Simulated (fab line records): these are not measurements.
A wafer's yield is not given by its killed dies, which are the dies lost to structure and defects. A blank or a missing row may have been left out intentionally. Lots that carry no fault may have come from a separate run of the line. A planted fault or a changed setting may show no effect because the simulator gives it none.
fab line records ; flow sfq-line
[record] lots = 7; wafers = 21; last-day = 94
route steps=325 shown JJ@186 M5@198
lots that met no fault: from a run of the same line without faults
start-h: start of the lot's first displayed wafer, in hours after the record's first day ; wait-h: hours elapsed since this lot's preceding step ; " unchanged from the row above ; L1.1+2: a single row standing in for several wafers ; - no value, or no start was given ; * or withheld: withheld ; < > ~ a bound
route shown NAME@n: NAME is a module with steps in the file, n the number in the route of the first one ; usual: mean and standard deviation over wafers with no fault ; same: alike in all rows ; chamber/n: place in a boat ; sites: per-site readings ; _std_site: how widely they spread, as a standard deviation ; _edge_site: inner sites' mean taken away from outer sites' mean ; radius-mm: for every site, how far away it sits from the centre of the wafer ; mask NAME#n: copy n ; behind: tool/chamber where the wafer was last shaped ; hold: the reason the lot was held/the length of the hold in hours/how it ended ; device: whichever transistor did not switch (one of n, p or np) ; end of line: tests of these same wafers at the route's end ; a step given without rows: its recipe and nothing more ; killed: dies lost to structure and defects at the first sort, not the wafer's yield ; map: shows each die of a wafer: x if killed, . if not, _ if none is there
set.NAME: the setting as run; set.NAME@STEP: as run at that earlier step ; model.NAME: the simulator's own value behind a step, which no gauge read
lots at some steps of the route; a table a step, a row a wafer
services: the hour from which a tool's chamber was out of use, counted from the record's first day as start-h (under 0 if before that day), plus the number of hours and why
[[steps]]
[step SFQ_TRILAYER_JJ_CE_LITHO_COAT_114]
[recipe] resist = KrF; spin-rpm = 3000; resist-thk-nm = 600
[step SFQ_TRILAYER_JJ_CE_LITHO_SOFTBAKE_118]
[recipe] temp-c = withheld; time-s = withheld; resist = KrF
[step SFQ_TRILAYER_JJ_CE_LITHO_EXPOSE_115]
[recipe] mask-id = J5; na = 0.6; source-shape = conventional; sigma-outer = 0.65; target-cd-nm = 700; dose-mj = 14.4
[step SFQ_TRILAYER_JJ_CE_LITHO_PEB_117]
[recipe] peb-temp-c = 115; peb-time-s = 60; resist = KrF
[step SFQ_TRILAYER_JJ_CE_LITHO_DEVELOP_116]
[recipe] time-s = 60; resist = KrF
[step SFQ_JJ_OVL_MEAS_931]
[usual] J5_OVL = -5/5.8
lot.wafer;tool;chamber;start-h;wait-h;J5_OVL[nm]
L378.1;overlay-01;-;1302.79;0.1;-8
L378.2;overlay-01;-;1302.79;0.1;-9
L378.5;overlay-01;-;1302.79;0.1;-5
L380.1;overlay-02;-;1327.99;0.1;-7
L380.3;overlay-02;-;1327.99;0.1;-3
L380.6;overlay-02;-;1327.99;0.1;5
L391.1;overlay-02;-;1400.86;0.1;-5
L391.3;overlay-02;-;1400.86;0.1;3
L391.6;overlay-02;-;1400.86;0.1;-5
L392.3;overlay-02;-;1402.07;0.1;-7
L392.4;overlay-02;-;1402.07;0.1;-6
L392.5;overlay-02;-;1402.07;0.1;-5
L393.1;overlay-02;-;1403.26;0.1;1
L393.2;overlay-02;-;1403.26;0.1;4
L393.3;overlay-02;-;1403.26;0.1;1
L396.1;overlay-02;-;1406.86;0.1;-9
L396.4;overlay-02;-;1406.86;0.1;-7
L396.6;overlay-02;-;1406.86;0.1;-11
L399.3;overlay-02;-;1410.47;0.1;-6
L399.5;overlay-02;-;1410.47;0.1;-4
L399.6;overlay-02;-;1410.47;0.1;-10
[step SFQ_TRILAYER_JJ_CE_METRO_MEASURE_117]
[usual] cd-nm = 699.7/1.5
lot.wafer;tool;chamber;start-h;wait-h;cd-nm
L378.1;cd-sem-02;-;1302.83;0.0;699.5
L378.2;cd-sem-02;-;1302.83;0.0;699.0
L378.5;cd-sem-02;-;1302.83;0.0;700.4
L380.1;cd-sem-02;-;1328.03;0.0;700.3
L380.3;cd-sem-02;-;1328.03;0.0;700.1
L380.6;cd-sem-02;-;1328.03;0.0;700.7
L391.1;cd-sem-01;-;1400.90;0.0;697.5
L391.3;cd-sem-01;-;1400.90;0.0;697.3
L391.6;cd-sem-01;-;1400.90;0.0;698.0
L392.3;cd-sem-02;-;1402.50;0.4;700.2
L392.4;cd-sem-02;-;1402.50;0.4;699.7
L392.5;cd-sem-02;-;1402.50;0.4;698.9
L393.1;cd-sem-01;-;1403.30;0.0;701.0
L393.2;cd-sem-01;-;1403.30;0.0;700.5
L393.3;cd-sem-01;-;1403.30;0.0;699.4
L396.1;cd-sem-02;-;1406.90;0.0;700.1
L396.4;cd-sem-02;-;1406.90;0.0;699.9
L396.6;cd-sem-02;-;1406.90;0.0;700.2
L399.3;cd-sem-01;-;1410.90;0.4;700.5
L399.5;cd-sem-01;-;1410.90;0.4;697.8
L399.6;cd-sem-01;-;1410.90;0.4;699.4
[step SFQ_TRILAYER_JJ_CE_BARC_OPEN_RIE_150]
[recipe] mask-material = PR; chemistry = O2; target-depth-nm = 240; target = BARC; icp-w = 600; bias-w = 80; pressure-mtorr = 10; time-s = 80
[usual] drypump-motor-current-A = 5.9/0.39; he-backside-leak-sccm = 3.28/0.19; oes-product-au = 0.537/0.0047
lot.wafer;tool;chamber;start-h;wait-h;drypump-motor-current-A;he-backside-leak-sccm;oes-product-au;rf-hours-counter-h
L378.1;rie-metal-01;1;1304.03;1.0;5.6;3.95;0.539;19
L378.2;rie-metal-01;0;1304.03;1.0;5.0;3.56;0.546;79
L378.5;rie-metal-01;1;1304.03;1.0;5.6;3.56;0.536;-
L380.1;rie-metal-02;1;1329.23;1.0;5.9;3.21;0.539;46
L380.3;rie-metal-02;0;1329.23;1.0;6.3;3.09;0.533;-
L380.6;rie-metal-02;1;1329.23;1.0;5.9;3.11;0.531;-
L391.1;rie-metal-02;0;1402.10;1.0;6.3;3.25;0.539;43
L391.3;rie-metal-02;0;1402.10;1.0;6.3;3.17;0.544;-
L391.6;rie-metal-02;1;1402.10;1.0;5.9;3.27;0.535;-
L392.3;rie-metal-01;0;1403.36;0.7;5.0;3.41;0.537;-
L392.4;rie-metal-01;0;1403.36;0.7;5.0;3.57;0.543;-
L392.5;rie-metal-01;0;1403.36;0.7;4.9;3.70;0.544;-
L393.1;rie-metal-01;0;1404.50;1.0;5.0;3.52;0.539;95
L393.2;rie-metal-01;1;1404.50;1.0;5.6;3.39;0.534;29
L393.3;rie-metal-01;0;1404.50;1.0;5.0;3.79;0.539;-
L396.1;rie-metal-02;0;1408.10;1.0;6.3;3.19;0.534;44
L396.4;rie-metal-02;1;1408.10;1.0;5.8;3.17;0.544;-
L396.6;rie-metal-02;0;1408.10;1.0;6.3;3.32;0.528;-
L399.3;rie-metal-02;0;1411.73;0.6;6.3;3.24;0.542;-
L399.5;rie-metal-02;1;1411.73;0.6;5.8;3.15;0.534;-
L399.6;rie-metal-02;0;1411.73;0.6;6.3;3.22;0.537;-
[step SFQ_TRILAYER_JJ_CE_ETCH_RIE_118]
[recipe] target = Nb; stop-on = Al2O3; mask-material = PR; taper-deg = 13.257; over-etch-frac = 0.15; time-s = 97.7; chemistry = SF6; target-depth-nm = 170; icp-w = 600; bias-w = 80; pressure-mtorr = 10
[usual] drypump-motor-current-A = 5.9/0.39; he-backside-leak-sccm = 3.3/0.37; oes-product-au = 0.992/0.0087
lot.wafer;tool;chamber;start-h;wait-h;drypump-motor-current-A;he-backside-leak-sccm;oes-product-au;rf-hours-counter-h
L378.1;rie-metal-01;1;1304.12;0.1;5.6;3.6;1.000;19
L378.2;rie-metal-01;0;1304.12;0.1;5.0;3.7;0.989;79
L378.5;rie-metal-01;1;1304.12;0.1;5.6;3.4;1.005;-
L380.1;rie-metal-02;1;1329.32;0.1;5.8;3.3;0.992;46
L380.3;rie-metal-02;0;1329.32;0.1;6.3;3.1;0.977;-
L380.6;rie-metal-02;1;1329.32;0.1;5.9;3.2;0.998;-
L391.1;rie-metal-02;0;1402.19;0.1;6.3;3.1;0.994;43
L391.3;rie-metal-02;0;1402.19;0.1;6.3;3.3;0.985;-
L391.6;rie-metal-02;1;1402.19;0.1;5.9;3.3;0.999;-
L392.3;rie-metal-01;0;1403.55;0.2;5.0;3.5;0.976;-
L392.4;rie-metal-01;0;1403.55;0.2;5.0;3.4;0.989;-
L392.5;rie-metal-01;0;1403.55;0.2;5.0;3.5;0.984;-
L393.1;rie-metal-01;0;1404.59;0.1;5.0;3.6;0.990;95
L393.2;rie-metal-01;1;1404.59;0.1;5.6;3.1;1.003;29
L393.3;rie-metal-01;0;1404.59;0.1;5.0;3.6;0.990;-
L396.1;rie-metal-02;0;1408.19;0.1;6.3;3.2;0.990;44
L396.4;rie-metal-02;1;1408.19;0.1;5.8;3.3;1.002;-
L396.6;rie-metal-02;0;1408.19;0.1;6.3;3.2;0.990;-
L399.3;rie-metal-02;0;1411.82;0.1;6.3;3.2;0.993;-
L399.5;rie-metal-02;1;1411.82;0.1;5.9;3.3;1.003;-
L399.6;rie-metal-02;0;1411.82;0.1;6.3;3.3;0.997;-
[step SFQ_TRILAYER_JJ_ANODIZE_ANODIZE_119]
[recipe] current-density-ma-cm2 = withheld; end-current-density-ma-cm2 = withheld; bath-temp-c = withheld
[step SFQ_TRILAYER_JJ_CE_STRIP_STRIP_120]
[recipe] gas = O2; power-w = 200; platen-temp-c = 40; overash-fraction = 0.65; chemistry = O2; pressure-mtorr = 50
[usual] drypump-motor-current-A = 5.6/0.47; he-backside-leak-sccm = 3.4/0.4; oes-product-au = 1.003/0.012; platen-temp-c = 40.00/0.12
lot.wafer;tool;chamber;start-h;wait-h;drypump-motor-current-A;he-backside-leak-sccm;oes-product-au;platen-temp-c;rf-hours-counter-h
L378.1;rie-metal-02;0;1304.72;0.0;6.3;3.2;0.991;40.11;31
L378.2;rie-metal-02;1;1304.72;0.0;5.8;3.3;1.015;40.02;43
L378.5;rie-metal-02;0;1304.72;0.0;6.3;3.3;0.991;40.02;-
L380.1;rie-metal-04;1;1329.92;0.0;5.7;3.4;1.000;40.13;67
L380.3;rie-metal-04;1;1329.92;0.0;5.7;3.2;1.005;40.26;-
L380.6;rie-metal-04;1;1329.92;0.0;5.7;3.2;1.015;40.20;-
L391.1;rie-metal-02;0;1402.80;0.0;6.3;3.3;0.999;39.96;43
L391.3;rie-metal-02;1;1402.80;0.0;5.8;3.1;1.025;40.15;-
L391.6;rie-metal-02;1;1402.80;0.0;5.9;3.2;1.017;40.05;-
L392.3;rie-metal-02;1;1404.39;0.2;5.9;3.1;1.012;39.82;-
L392.4;rie-metal-02;0;1404.39;0.2;6.3;3.2;0.989;40.07;-
L392.5;rie-metal-02;0;1404.39;0.2;6.3;3.3;0.987;39.97;-
L393.1;rie-metal-01;0;1405.20;0.0;5.0;3.8;0.995;39.90;96
L393.2;rie-metal-01;1;1405.20;0.0;5.6;3.5;1.002;39.83;29
L393.3;rie-metal-01;1;1405.20;0.0;5.6;3.6;1.007;39.96;-
L396.1;rie-metal-01;1;1408.80;0.0;5.6;3.8;1.005;40.11;30
L396.4;rie-metal-01;1;1408.80;0.0;5.6;3.7;0.995;40.01;-
L396.6;rie-metal-01;1;1408.80;0.0;5.6;3.6;0.999;40.01;-
L399.3;rie-metal-01;0;1412.60;0.2;5.0;3.6;0.999;39.92;-
L399.5;rie-metal-01;1;1412.60;0.2;5.6;3.5;1.012;39.98;-
L399.6;rie-metal-01;0;1412.60;0.2;4.9;3.6;0.998;39.96;-
[step SFQ_TRILAYER_JJ_CE_STRIP_SOLV_CLEAN_121]
[recipe] chemistry = NMP; temp-c = 70; time-s = 600
[step SFQ_TRILAYER_M5_LITHO_COAT_128]
[recipe] resist = BARC; spin-rpm = 3000; resist-thk-nm = 62
[usual] exhaust-pa = 45.2/1; spin-speed-rpm = 3000.0/2
lot.wafer;tool;chamber;start-h;wait-h;exhaust-pa;spin-speed-rpm;model.BARC_of_TRILAYER_M5_LITHO_COAT_128.thk-nm
L378.1;litho-track-04;0;1305.50;0.0;45.4;2999.9;61.87
L378.2;litho-track-04;0;1305.50;0.0;44.3;2998.5;62
L378.5;litho-track-04;0;1305.50;0.0;45.5;2997.3;61.75
L380.1;litho-track-01;0;1330.70;0.0;44.6;2995.4;61.75
L380.3;litho-track-01;0;1330.70;0.0;45.7;2998.1;61.96
L380.6;litho-track-01;0;1330.70;0.0;44.4;2998.3;61.81
L391.1;litho-track-01;0;1403.57;0.0;45.4;2607.1;66.44
L391.3;litho-track-01;0;1403.57;0.0;46.1;2608.9;66.37
L391.6;litho-track-01;0;1403.57;0.0;46.3;2604.5;66.19
L392.3;litho-track-01;0;1405.07;0.1;45.5;2612.2;66.61
L392.4;litho-track-01;0;1405.07;0.1;44.5;2608.9;66.46
L392.5;litho-track-01;0;1405.07;0.1;44.1;2608.1;66.54
L393.1;litho-track-01;0;1405.97;0.0;45.3;2607.6;66.68
L393.2;litho-track-01;0;1405.97;0.0;44.4;2606.4;66.91
L393.3;litho-track-01;0;1405.97;0.0;44.0;2608.1;67.03
L396.1;litho-track-03;0;1409.57;0.0;43.8;2996.5;61.92
L396.4;litho-track-03;0;1409.57;0.0;46.3;3002.2;62.02
L396.6;litho-track-03;0;1409.57;0.0;44.5;2997.8;62.02
L399.3;litho-track-03;0;1413.29;0.1;45.4;2995.8;61.75
L399.5;litho-track-03;0;1413.29;0.1;44.2;2999.0;61.87
L399.6;litho-track-03;0;1413.29;0.1;45.0;2998.8;61.69
[step SFQ_TRILAYER_M5_LITHO_COAT_123]
[recipe] resist = KrF; spin-rpm = 3000; resist-thk-nm = 600
[step SFQ_TRILAYER_M5_LITHO_SOFTBAKE_127]
[recipe] temp-c = withheld; time-s = withheld; resist = KrF
[step SFQ_TRILAYER_M5_LITHO_EXPOSE_124]
[recipe] mask-id = M5; na = 0.6; source-shape = conventional; sigma-outer = 0.65; target-cd-nm = 700; dose-mj = 14.4
[step SFQ_TRILAYER_M5_LITHO_PEB_126]
[recipe] peb-temp-c = 115; peb-time-s = 60; resist = KrF
[step SFQ_TRILAYER_M5_LITHO_DEVELOP_125]
[recipe] time-s = 60; resist = KrF
[step SFQ_M5_OVL_MEAS_932]
[usual] M5_OVL = -1/3.9
lot.wafer;tool;chamber;start-h;wait-h;M5_OVL[nm]
L378.1;overlay-02;-;1407.37;0.1;-2
L378.2;overlay-02;-;1407.37;0.1;-1
L378.5;overlay-02;-;1407.37;0.1;-6
L380.1;overlay-02;-;1433.49;0.1;-6
L380.3;overlay-02;-;1433.49;0.1;-7
L380.6;overlay-02;-;1433.49;0.1;-8
L391.1;overlay-01;-;1523.45;0.1;-8
L391.3;overlay-01;-;1523.45;0.1;-3
L391.6;overlay-01;-;1523.45;0.1;1
L392.3;overlay-01;-;1525.86;0.1;1
L392.4;overlay-01;-;1525.86;0.1;-1
L392.5;overlay-01;-;1525.86;0.1;0
L393.1;overlay-01;-;1528.25;0.1;-2
L393.2;overlay-01;-;1528.25;0.1;-4
L393.3;overlay-01;-;1528.25;0.1;-2
L396.1;overlay-01;-;1533.05;0.1;-1
L396.4;overlay-01;-;1533.05;0.1;1
L396.6;overlay-01;-;1533.05;0.1;-3
L399.3;overlay-02;-;1542.46;0.1;-6
L399.5;overlay-02;-;1542.46;0.1;-4
L399.6;overlay-02;-;1542.46;0.1;-7
[step SFQ_TRILAYER_M5_BARC_OPEN_METAL_ETCH_161]
[recipe] mask-material = PR; chemistry = O2; target-depth-nm = 125; target = BARC; icp-w = 600; bias-w = 80; pressure-mtorr = 10; time-s = 41.7
[usual] drypump-motor-current-A = 5.9/0.51; he-backside-leak-sccm = 3.26/0.12; oes-product-au = 0.685/0.0049
lot.wafer;tool;chamber;start-h;wait-h;drypump-motor-current-A;he-backside-leak-sccm;oes-product-au;rf-hours-counter-h;model.etch.depth-nm
L378.1;rie-metal-03;0;1407.40;0.0;5.1;3.27;0.688;43;61.87
L378.2;rie-metal-03;1;1407.40;0.0;6.5;3.28;0.693;70;62
L378.5;rie-metal-03;1;1407.40;0.0;6.5;3.34;0.681;-;61.75
L380.1;rie-metal-04;0;1433.52;0.0;6.2;3.08;0.686;6;61.75
L380.3;rie-metal-04;1;1433.52;0.0;5.7;3.29;0.679;-;61.96
L380.6;rie-metal-04;1;1433.52;0.0;5.7;3.44;0.681;-;61.81
L391.1;rie-metal-03;1;1523.49;0.0;6.5;3.26;0.701;87;66.44
L391.3;rie-metal-03;1;1523.49;0.0;6.5;3.29;0.709;-;66.37
L391.6;rie-metal-03;0;1523.49;0.0;5.0;3.08;0.705;-;66.19
L392.3;rie-metal-04;0;1525.91;0.0;6.2;3.24;0.701;-;66.61
L392.4;rie-metal-04;1;1525.91;0.0;5.7;3.29;0.718;-;66.46
L392.5;rie-metal-04;0;1525.91;0.0;6.2;3.27;0.705;-;66.54
L393.1;rie-metal-03;0;1528.29;0.0;5.1;3.30;0.713;61;66.68
L393.2;rie-metal-03;1;1528.29;0.0;6.5;3.16;0.703;88;66.91
L393.3;rie-metal-03;1;1528.29;0.0;6.5;3.18;0.712;-;67.03
L396.1;rie-metal-03;0;1533.09;0.0;5.0;3.39;0.690;62;61.92
L396.4;rie-metal-03;0;1533.09;0.0;5.0;3.06;0.683;-;62.02
L396.6;rie-metal-03;1;1533.09;0.0;6.5;3.43;0.686;-;62.02
L399.3;rie-metal-02;1;1542.51;0.0;5.9;3.41;0.678;-;61.75
L399.5;rie-metal-02;0;1542.51;0.0;6.3;3.26;0.680;-;61.87
L399.6;rie-metal-02;1;1542.51;0.0;5.9;3.40;0.684;-;61.69
[step SFQ_TRILAYER_M5_ETCH_METAL_ETCH_126]
[recipe] target = Nb; stop-on = SiO2; mask-material = PR; over-etch-frac = 0.15; time-s = 203.2; chemistry = Cl2/BCl3; target-depth-nm = 265; icp-w = 600; bias-w = 80; pressure-mtorr = 10
[usual] drypump-motor-current-A = 5.9/0.51; he-backside-leak-sccm = 3.25/0.13; oes-product-au = 0.728/0.0061
lot.wafer;tool;chamber;start-h;wait-h;drypump-motor-current-A;he-backside-leak-sccm;oes-product-au;rf-hours-counter-h
L378.1;rie-metal-03;0;1407.46;0.0;5.1;3.24;0.726;43
L378.2;rie-metal-03;1;1407.46;0.0;6.6;3.31;0.725;70
L378.5;rie-metal-03;1;1407.46;0.0;6.5;3.17;0.735;-
L380.1;rie-metal-04;0;1433.58;0.0;6.1;3.21;0.731;6
L380.3;rie-metal-04;1;1433.58;0.0;5.7;3.16;0.736;-
L380.6;rie-metal-04;1;1433.58;0.0;5.7;3.38;0.731;-
L391.1;rie-metal-03;1;1523.55;0.0;6.6;3.40;0.719;88
L391.3;rie-metal-03;1;1523.55;0.0;6.5;3.40;0.733;-
L391.6;rie-metal-03;0;1523.55;0.0;5.0;3.12;0.722;-
L392.3;rie-metal-04;0;1526.01;0.1;6.2;3.27;0.719;-
L392.4;rie-metal-04;1;1526.01;0.1;5.7;3.29;0.720;-
L392.5;rie-metal-04;0;1526.01;0.1;6.1;3.36;0.722;-
L393.1;rie-metal-03;0;1528.35;0.0;5.0;3.44;0.739;61
L393.2;rie-metal-03;1;1528.35;0.0;6.5;3.29;0.725;88
L393.3;rie-metal-03;1;1528.35;0.0;6.5;3.28;0.733;-
L396.1;rie-metal-03;0;1533.15;0.0;5.0;3.44;0.728;62
L396.4;rie-metal-03;0;1533.15;0.0;5.1;3.59;0.730;-
L396.6;rie-metal-03;1;1533.15;0.0;6.6;3.28;0.732;-
L399.3;rie-metal-02;1;1542.61;0.1;5.9;3.13;0.726;-
L399.5;rie-metal-02;0;1542.61;0.1;6.3;3.20;0.724;-
L399.6;rie-metal-02;1;1542.61;0.1;5.8;3.15;0.727;-
[[services]]
tool;chamber;start-h;hours;kind
rie-metal-02;0;1280.82;11.2;repair
rie-metal-04;-;1292.35;6.3;repair
cd-sem-01;-;1309.14;0.6;pm
rie-metal-03;-;1311.55;1.4;pm
cd-sem-02;-;1327.06;0.6;pm
cd-sem-02;-;1342.02;0.8;pm
cd-sem-01;-;1370.16;0.5;pm
rie-metal-01;1;1377.48;26.9;repair
cd-sem-02;-;1382.98;8.7;pm
rie-metal-04;-;1401.26;28.1;pm
cd-sem-02;-;1414.48;1.0;pm
cd-sem-01;-;1417.94;0.8;pm
rie-metal-01;0;1419.09;12.7;repair
rie-metal-01;1;1422.15;2.5;repair
cd-sem-02;-;1428.22;1.6;pm
rie-metal-01;-;1429.45;0.6;repair
rie-metal-02;-;1441.62;0.4;repair
rie-metal-02;-;1448.86;2.8;pm
rie-metal-04;1;1468.30;20.7;repair
cd-sem-02;-;1511.06;0.6;pm
rie-metal-02;-;1518.85;2.0;repair
rie-metal-02;1;1521.99;1.1;repair
cd-sem-02;-;1526.02;0.7;pm
rie-metal-01;-;1534.44;0.8;repair
[[key]]
[first-sign] step = SFQ_TRILAYER_M5_LITHO_COAT_128; reading = spin-speed-rpm; direction = down; sigmas = 99+; usual = 3000.0; struck = 2608.0
[effect] step = SFQ_TRILAYER_M5_BARC_OPEN_METAL_ETCH_161; reading = oes-product-au; direction = up; sigmas = 4.6; usual = 0.685; struck = 0.707
[model-effect] step = SFQ_TRILAYER_M5_LITHO_COAT_128; value = BARC_of_TRILAYER_M5_LITHO_COAT_128.thk-nm; without = 62.07; struck = 66.58
[model-effect] step = SFQ_TRILAYER_M5_BARC_OPEN_METAL_ETCH_161; value = etch.depth-nm; without = 62.07; struck = 66.58
met-at SFQ_TRILAYER_M5_LITHO_COAT_128
struck-wafers L391.1,L391.3,L391.6,L392.3,L392.4,L392.5,L393.1,L393.2,L393.3
onset-between 1330.70 1403.57
[fault] kind = process-parameter-drift; tool = litho-track-01; chamber = -; onset-h = 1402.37; steps = SFQ_TRILAYER_M5_LITHO_COAT_128; channel = spin-rpm; offset = -392.29; shape = step; end-h = 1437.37; acts-in = these-recipes-only; stated = 3000
